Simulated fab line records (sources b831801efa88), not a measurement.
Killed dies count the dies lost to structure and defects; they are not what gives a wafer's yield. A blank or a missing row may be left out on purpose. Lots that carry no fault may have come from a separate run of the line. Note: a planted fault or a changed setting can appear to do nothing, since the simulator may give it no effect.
A lot that was struck, set against a sound lot	flow sky130	18 out of 708 route steps
Sound: the wafers L760.1, L760.2, L760.4. The struck wafers were L769.2, L769.3, L769.6. The cause comes at the end.
Per side, at each step with rows, come the tool, then ch with its chambers, and then its first start. Under that, the readings that differ: sound wafers	struck wafers	difference of the means	sigmas: that difference in standard deviations of wafers without a fault.
alike: words and numbers the same on both sides, and readings whose means are apart by under 2 such deviations; not compared: readings that were withheld, readings missing a value for some wafer, numbers with overlapping values and no deviation given by the record, and bounds like >300 which may hide the same value.
A row with sigmas, a row that says differs or no value, or rows on one side alone: a step with any of these is where the two part. Non-overlapping numbers with no deviation appear without sigmas and do not part them. A reading that every wafer of one side lacks parts them only if that side has two wafers or more.

first, 1 step without rows for these wafers: SKY_SD_P_DEVELOP_06 (develop time 60 s).
SKY_SD_P_CD_MEAS_07 targets a cd of 380 nm.
  struck on cd_sem-02, day 30 08:05; sound on cd_sem-01, day 27 03:03
reading	sound	struck	difference	sigmas
cd_nm (nm)	379.1 377.0 376.2	384.9 384.7 384.0	+7.1	+3
SKY_SD_P_OVL_MEAS_08:
  struck on overlay-02, day 30 08:12; sound on overlay-01, day 27 03:10
  alike: SD_P_OVL
next, for these wafers, 1 step has no rows: SKY_SD_P_IMPLANT_09.
SKY_SD_P_STRIP_10: strips in O2/N2.
  sound on plasma_asher-04 ch 0,1, day 27 03:21; struck on plasma_asher-01 ch 1, day 30 08:23
  alike: drypump_motor_current_A, oes_product_au, strip_time_to_endpoint_s
  not compared: rf_hours_counter_h
SKY_SD_P_TW_MEAS_11:
  struck on film_metro-04, day 30 08:29; sound on film_metro-04, day 27 03:27
  alike: SD_P_TW
then, 6 steps without rows for these wafers: SKY_RES_XHIGH_DEHYDRATE_00 (time 60 s); SKY_RES_XHIGH_HMDS_01 (prime time 60 s); SKY_RES_XHIGH_COAT_02 (resist thk 1140 nm); SKY_RES_XHIGH_SOFTBAKE_03 (time 60 s); SKY_RES_XHIGH_EXPOSE_04 (exposes mask URPM, target cd 1270 nm); SKY_RES_XHIGH_PEB_05.
SKY_RES_XHIGH_DEVELOP_06: develop time 60 s.
  sound on litho_track-02 ch 0, day 28 06:31; struck on litho_track-03 ch 0, day 31 11:38
next, for these wafers, 1 step has no rows: SKY_RES_XHIGH_IMPLANT_07.
SKY_RES_XHIGH_STRIP_08: strips in O2/N2.
  sound on plasma_asher-01 ch 0,1, day 28 06:49; struck on plasma_asher-01 ch 0,1, day 31 11:55
  alike: drypump_motor_current_A, oes_product_au, strip_time_to_endpoint_s
  not compared: rf_hours_counter_h
SKY_RES_XHIGH_TW_MEAS_09:
  struck on film_metro-01, day 31 12:01; sound on film_metro-01, day 28 06:55
reading	sound	struck	difference	sigmas
RES_XHIGH_TW	1637 1638 1628	30 30 30	-1604	-99 or more
then, 1 step without rows for these wafers: SKY_SD_N_DEHYDRATE_00 (time 60 s).
-- the record jumps here: 18 days lie between the struck wafers' starts before and after (it left off in module SD_N and takes up again in module PAD_OPEN, whose first step shown is number 708 of the route) --
SKY_PAD_OPEN_PROBE_99:
  struck on prober-01, day 49 07:55; sound on prober-02, day 47 00:16
reading	sound	struck	difference	sigmas
killed_at_other	0 0 0	418 405 398	+407	+99 or more
killed_dies	92 84 76	492 492 492	+408	+49
killed_on_rim	23 19 16	96 96 96	+77	+19
model.etest.res_xhigh_po.open	0 0 0	1 1 1	+1	
  alike: killed_at_M0_to_M3, killed_at_M4_up, killed_at_contacts, killed_at_front_end, killed_open, killed_short

WHERE THEY PART
Earliest at SKY_SD_P_CD_MEAS_07; latest, in this record, at SKY_PAD_OPEN_PROBE_99.

WHY: the cause the simulator had injected
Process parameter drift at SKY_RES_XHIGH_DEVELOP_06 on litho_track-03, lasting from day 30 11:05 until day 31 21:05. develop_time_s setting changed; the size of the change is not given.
